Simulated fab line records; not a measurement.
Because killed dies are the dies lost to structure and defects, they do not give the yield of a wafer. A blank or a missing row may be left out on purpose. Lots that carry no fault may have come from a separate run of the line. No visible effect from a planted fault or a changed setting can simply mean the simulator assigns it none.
Matching of chambers -- flow sky130 -- rie-si-02 running SKY_POLY_GATE_ETCH_17: 4 sister chambers
The step etches poly-Si in HBr/Cl2, stops on SiO2, target depth 180 nm, time 70.5 s. 4 wafers are shown with their chamber, then 7 later ones without.

== WAFERS PAIRED WITH THEIR CHAMBERS ==
wafer,chamber,drypump-motor-current-A (A)
L753.2,2,5.9
L753.3,0,6.2
L753.5,3,5.8
L764.5,1,5.2

== WAFERS MISSING THEIR CHAMBER ==
wafer,drypump-motor-current-A (A)
L764.6,6.2
L769.2,5.2
L769.3,5.7
L769.5,5.2
L770.1,5.7
L770.3,5.8
L770.5,5.8

== WHICH CHAMBER EACH WENT THROUGH ==
wafer,from the rows above,in truth
L764.6,0,0
L769.2,1,1
L769.3,can't be placed: 3 or 2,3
L769.5,1,1
L770.1,can't be placed: 3 or 2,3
L770.3,can't be placed: 3 or 2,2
L770.5,can't be placed: 3 or 2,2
3 of 7 placed correctly. From these rows, 4 cannot be placed; in 4 the true chamber is one of the candidates. Placed wrongly: 0.
How it was worked out, from the rows above alone: a wafer's distance from a chamber is the root of the sum, over the readings, of the square of ((its reading less the chamber's mean) divided by the reading's scatter). The wafer belongs to the nearest chamber; if the next one is less than 2 further off, it can't be placed. The mean given for a chamber averages the wafers shown for that chamber. The scatter (one wafer shown for each chamber): square how far every hidden wafer sits from the nearest shown wafer, average those squares and take the square root.
